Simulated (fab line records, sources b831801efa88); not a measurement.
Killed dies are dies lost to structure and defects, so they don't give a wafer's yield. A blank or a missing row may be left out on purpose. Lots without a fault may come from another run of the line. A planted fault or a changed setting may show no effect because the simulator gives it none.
Chamber matching | flow sky130 | SKY_CONTACT_ETCH_17 on rie_diel-01: 4 sister chambers
The step etches SiO2 in C4F8/O2/Ar, stops on Si3N4, target depth 340 nm. 30 wafers are shown with their chamber, then 12 later ones without.

WAFERS WITH THEIR CHAMBER
wafer  | chamber | rf_fwd_power_W (W) | oes_product_au (a.u.)
L076.1 | 1       | 1483               | 0.887
L076.4 | 0       | 1492               | 0.904
L076.5 | 1       | 1490               | 0.890
L079.4 | 2       | 1495               | 0.891
L079.5 | 1       | 1485               | 0.896
L079.6 | 2       | 1489               | 0.901
L081.4 | 1       | 1491               | 0.899
L081.5 | 0       | 1497               | 0.894
L081.6 | 1       | 1486               | 0.892
L082.3 | 3       | 1493               | 0.891
L082.4 | 1       | 1483               | 0.898
L082.5 | 1       | 1481               | 0.892
L083.3 | 0       | 1488               | 0.889
L083.5 | 3       | 1490               | 0.886
L083.6 | 2       | 1485               | 0.889
L084.1 | 3       | 1488               | 0.894
L084.2 | 1       | 1485               | 0.897
L084.4 | 0       | 1481               | 0.896
L086.1 | 3       | 1493               | 0.890
L086.3 | 0       | 1496               | 0.891
L086.5 | 2       | 1483               | 0.884
L087.3 | 1       | 1479               | 0.885
L087.4 | 0       | 1487               | 0.885
L087.6 | 0       | 1482               | 0.901
L088.2 | 1       | 1482               | 0.892
L088.3 | 2       | 1484               | 0.887
L088.6 | 0       | 1493               | 0.896
L089.1 | 1       | 1485               | 0.895
L089.2 | 0       | 1498               | 0.894
L089.3 | 3       | 1484               | 0.888

SIGNATURES (means of the wafers above)
reading        | chamber 0 | chamber 1 | chamber 2 | chamber 3 | scatter within a chamber
rf_fwd_power_W | 1490.44   | 1484.55   | 1487.20   | 1489.60   | 4.81
oes_product_au | 0.89444   | 0.89300   | 0.89040   | 0.88980   | 0.0051
Rule: a wafer's distance from a chamber is the root of the sum, over the readings, of the square of ((its reading less the chamber's mean) divided by the reading's scatter). The wafer belongs to the nearest chamber; if the next one is less than 2 further off, it can't be placed. The scatter: the root of (the sum of the squares of (reading less its chamber's mean) over the shown wafers, divided by (wafers less chambers)).

WAFERS WITHOUT THEIR CHAMBER
wafer  | rf_fwd_power_W (W) | oes_product_au (a.u.)
L090.1 | 1489               | 0.901
L090.2 | 1491               | 0.892
L090.6 | 1494               | 0.885
L092.1 | 1488               | 0.892
L092.4 | 1485               | 0.898
L092.6 | 1486               | 0.884
L094.2 | 1494               | 0.889
L094.3 | 1490               | 0.897
L094.4 | 1474               | 0.894
L097.2 | 1490               | 0.893
L097.3 | 1489               | 0.894
L097.6 | 1496               | 0.885

WHICH CHAMBER EACH WENT THROUGH
wafer  | from the rows above               | in truth
L090.1 | can't be placed: 0 or 1 or 2 or 3 | 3
L090.2 | can't be placed: 0 or 3 or 2 or 1 | 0
L090.6 | can't be placed: 3 or 2 or 0 or 1 | 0
L092.1 | can't be placed: 2 or 3 or 0 or 1 | 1
L092.4 | can't be placed: 1 or 0 or 2 or 3 | 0
L092.6 | can't be placed: 2 or 3 or 1 or 0 | 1
L094.2 | can't be placed: 3 or 0 or 2 or 1 | 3
L094.3 | can't be placed: 0 or 1 or 3 or 2 | 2
L094.4 | can't be placed: 1 or 2 or 3 or 0 | 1
L097.2 | can't be placed: 0 or 3 or 2 or 1 | 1
L097.3 | can't be placed: 0 or 2 or 3 or 1 | 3
L097.6 | can't be placed: 3 or 2 or 0 or 1 | 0
Placed correctly: 0 of 12. Can't be placed from these rows: 12 (the true chamber is among the candidates in 12). Placed wrongly: 0.
